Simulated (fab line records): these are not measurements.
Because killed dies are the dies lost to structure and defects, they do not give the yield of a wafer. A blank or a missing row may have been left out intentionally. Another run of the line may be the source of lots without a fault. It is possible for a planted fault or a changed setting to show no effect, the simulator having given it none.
Which tool is to blame? + flow gf180mcu + 11 lots, 33 wafers sampled, at 5 steps of a route of 602

## WHAT THE GAUGES READ, wafer by wafer
GF_STI_THK_MEAS_24. Usual: STI_CVD_23_THK 647 nm, standard deviation 5.7.
| lot  | measured    | on            | STI_CVD_23_THK (nm) | flag |
|------|-------------|---------------|---------------------|------|
| L660 | day 2 20:44 | film-metro-04 | 650 646 646         |      |
| L661 | day 3 00:16 | film-metro-03 | 658 655 655         |      |
| L663 | day 3 10:23 | film-metro-03 | 631 643 638         |      |
| L664 | day 3 16:31 | film-metro-01 | 645 649 650         |      |
| L665 | day 3 19:53 | film-metro-04 | 644 635 643         |      |
| L666 | day 4 03:08 | film-metro-04 | 649 659 646         |      |
| L670 | day 4 22:21 | film-metro-01 | 648 641 649         |      |
| L671 | day 5 04:25 | film-metro-01 | 636 641 640         |      |
| L672 | day 5 08:46 | film-metro-01 | 645 644 654         |      |
| L679 | day 6 22:02 | film-metro-03 | 649 642 651         |      |
| L680 | day 7 02:25 | film-metro-01 | 655 652 661         |      |

GF_PSD_TW_MEAS_11. Usual: PSD_TW 3163, standard deviation 24.
| lot  | measured     | on            | PSD_TW         | flag |
|------|--------------|---------------|----------------|------|
| L660 | day 15 11:10 | film-metro-03 | 3166 3173 3151 |      |
| L661 | day 15 16:30 | film-metro-03 | 3157 3147 3148 |      |
| L663 | day 16 10:10 | film-metro-02 | 3133 3138 3120 |      |
| L664 | day 16 18:19 | film-metro-04 | 3197 3180 3177 |      |
| L665 | day 17 01:24 | film-metro-02 | 3144 3131 3126 |      |
| L666 | day 17 08:22 | film-metro-03 | 3193 3163 3163 |      |
| L670 | day 18 20:01 | film-metro-03 | 3181 3169 3187 |      |
| L671 | day 19 03:24 | film-metro-04 | 3395 3403 3408 | OFF  |
| L672 | day 19 11:15 | film-metro-03 | 3369 3398 3375 | OFF  |
| L679 | day 22 00:30 | film-metro-03 | 3166 3161 3158 |      |
| L680 | day 22 08:06 | film-metro-02 | 3148 3137 3148 |      |

GF_PSD_RS_MEAS_15: uses a four-point probe to measure. Usual: PSD_RS 108.5 ohm/sq, standard deviation 0.31.
| lot  | measured     | on            | PSD_RS (ohm/sq)   | flag |
|------|--------------|---------------|-------------------|------|
| L660 | day 15 11:34 | film-metro-04 | 108.4 108.2 108.5 |      |
| L661 | day 15 16:49 | film-metro-03 | 108.3 108.3 108.3 |      |
| L663 | day 16 10:28 | film-metro-03 | 108.4 108.2 108.9 |      |
| L664 | day 16 18:38 | film-metro-02 | 108.6 108.4 109.1 |      |
| L665 | day 17 01:43 | film-metro-02 | 108.6 108.9 109.0 |      |
| L666 | day 17 08:41 | film-metro-04 | 108.6 108.5 108.7 |      |
| L670 | day 18 20:20 | film-metro-04 | 108.6 108.7 108.6 |      |
| L671 | day 19 03:46 | film-metro-03 | 102.8 102.7 102.7 | OFF  |
| L672 | day 19 11:34 | film-metro-04 | 102.5 102.4 102.4 | OFF  |
| L679 | day 22 00:49 | film-metro-03 | 108.5 108.4 108.4 |      |
| L680 | day 22 08:25 | film-metro-03 | 108.5 109.0 108.7 |      |

## EACH LOT AND THE TOOL THAT RAN IT (in order: tool; ch and the chambers of the sampled wafers; start)
| lot  | GF_PSD_IMPLANT_09               | GF_PSD_STRIP_10                      |
|------|---------------------------------|--------------------------------------|
| L660 | implanter-03 ch 0, day 15 10:56 | plasma-asher-02 ch 0,1, day 15 11:03 |
| L661 | implanter-03 ch 0, day 15 16:15 | plasma-asher-02 ch 0,1, day 15 16:24 |
| L663 | implanter-04 ch 0, day 16 09:55 | plasma-asher-03 ch 0,1, day 16 10:04 |
| L664 | implanter-02 ch 0, day 16 18:05 | plasma-asher-02 ch 0,1, day 16 18:13 |
| L665 | implanter-02 ch 0, day 17 01:09 | plasma-asher-02 ch 0,1, day 17 01:18 |
| L666 | implanter-03 ch 0, day 17 08:07 | plasma-asher-01 ch 0,1, day 17 08:15 |
| L670 | implanter-03 ch 0, day 18 19:47 | plasma-asher-01 ch 0,1, day 18 19:55 |
| L671 | implanter-03 ch 0, day 19 03:09 | plasma-asher-02 ch 0,1, day 19 03:18 |
| L672 | implanter-03 ch 0, day 19 11:00 | plasma-asher-03 ch 0,1, day 19 11:09 |
| L679 | implanter-02 ch 0, day 22 00:15 | plasma-asher-03 ch 0,1, day 22 00:24 |
| L680 | implanter-04 ch 0, day 22 07:51 | plasma-asher-01 ch 0,1, day 22 08:00 |
- GF_PSD_IMPLANT_09
- GF_PSD_STRIP_10: strips in O2/N2.

## WHAT THE TOOLS THEMSELVES READ (means of the sampled wafers that have a number; where no wafer has one, the mark that the record gives instead)
GF_PSD_IMPLANT_09. Usual: dose-ions-cm2 1.4998e+15, standard deviation 1.6e+12; end-station-pressure-torr 1.17e-05 Torr, standard deviation 5.2e-07; faraday-current-uA 8231, standard deviation 150.
| lot  | tool         | dose-ions-cm2 | end-station-pressure-torr (Torr) | faraday-current-uA | flag |
|------|--------------|---------------|----------------------------------|--------------------|------|
| L660 | implanter-03 | 1.5007e+15    | 1.12e-05                         | 8415               |      |
| L661 | implanter-03 | 1.5015e+15    | 1.15e-05                         | 8061               |      |
| L663 | implanter-04 | 1.4994e+15    | 1.17e-05                         | 8197               |      |
| L664 | implanter-02 | 1.5018e+15    | 1.15e-05                         | 8274               |      |
| L665 | implanter-02 | 1.4994e+15    | 1.13e-05                         | 8098               |      |
| L666 | implanter-03 | 1.5002e+15    | 1.15e-05                         | 8442               |      |
| L670 | implanter-03 | 1.4996e+15    | 1.19e-05                         | 8348               |      |
| L671 | implanter-03 | 2.0913e+15    | 1.40e-05                         | 11360              | OFF  |
| L672 | implanter-03 | 2.0908e+15    | 1.42e-05                         | 11469              | OFF  |
| L679 | implanter-02 | 1.4997e+15    | 1.19e-05                         | 8222               |      |
| L680 | implanter-04 | 1.5001e+15    | 1.15e-05                         | 8260               |      |

GF_PSD_STRIP_10. Usual: drypump-motor-current-A 5.5 A, standard deviation 0.34; heater-power-w 319 W, standard deviation 18; oes-product-au 0.592 a.u., standard deviation 0.0045; platen-temp-c 249.97 C, standard deviation 0.19; strip-time-to-endpoint-s 16.51 s, standard deviation 0.035.
| lot  | tool            | drypump-motor-current-A (A) | heater-power-w (W) | oes-product-au (a.u.) | platen-temp-c (C) | strip-time-to-endpoint-s (s) | flag |
|------|-----------------|-----------------------------|--------------------|-----------------------|-------------------|------------------------------|------|
| L660 | plasma-asher-02 | 5.2                         | 328                | 0.587                 | 249.91            | 16.51                        |      |
| L661 | plasma-asher-02 | 5.2                         | 329                | 0.589                 | 250.08            | 16.55                        |      |
| L663 | plasma-asher-03 | 5.7                         | 306                | 0.588                 | 249.76            | 16.45                        |      |
| L664 | plasma-asher-02 | 5.2                         | 329                | 0.592                 | 249.92            | 16.52                        |      |
| L665 | plasma-asher-02 | 5.6                         | 338                | 0.591                 | 250.06            | 16.50                        |      |
| L666 | plasma-asher-01 | 5.5                         | 331                | 0.593                 | 250.00            | 16.50                        |      |
| L670 | plasma-asher-01 | 5.4                         | 326                | 0.597                 | 250.02            | 16.51                        |      |
| L671 | plasma-asher-02 | 5.6                         | 323                | 0.571                 | 249.99            | 17.61                        | OFF  |
| L672 | plasma-asher-03 | 5.7                         | 304                | 0.570                 | 250.17            | 17.59                        | OFF  |
| L679 | plasma-asher-03 | 5.7                         | 309                | 0.598                 | 249.92            | 16.57                        |      |
| L680 | plasma-asher-01 | 5.5                         | 323                | 0.592                 | 249.98            | 16.49                        |      |

## THE ANSWER, worked out from the rows above alone
Rule: lot off if the mean of its wafers having a number is beyond 3 standard deviations from the usual mean. A lot without any number at a reading at which 4 lots or more have one is off too. Any other lot the step has rows for is counted as sound. First the gauges in route order, then the tools' own readings, where a lot's mean is used as printed above. At the first step where some lot is off, the reading lying furthest off is the one used; lots without a number count as furthest.
Off: L671, L672, seen at GF_PSD_TW_MEAS_11 (PSD_TW).
A tool fits if, at a process step before that reading, it ran every lot that is off, and no sound lot after the first of them. Not tried: the gauges at GF_PSD_TW_MEAS_11; whatever is off there is also off at GF_PSD_IMPLANT_09, on other tools, and gauge error can't account for it. One candidate fits, namely implanter-03 at GF_PSD_IMPLANT_09. Its last sound lot is L670 (day 18 19:47), its first lot that is off L671 (day 19 03:09): a fault that began between those two fits.
The tool's own readings at GF_PSD_IMPLANT_09 bear it out: on the lots that are off they differ by more than 5 times the standard deviation of the sound lots' means. dose-ions-cm2 reads 2.0910e+15 there against 1.5003e+15 on the sound lots; end-station-pressure-torr reads 1.41e-05 Torr there against 1.16e-05 Torr on the sound lots; faraday-current-uA reads 11414 there against 8257 on the sound lots.

## WHAT THE SIMULATOR HAD PUT IN
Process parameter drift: implanter-03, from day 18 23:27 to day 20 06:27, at GF_PSD_IMPLANT_09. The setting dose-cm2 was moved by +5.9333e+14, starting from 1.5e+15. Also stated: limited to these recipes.
Shown lots that were struck: L671, L672. This agrees with what the rule above found.
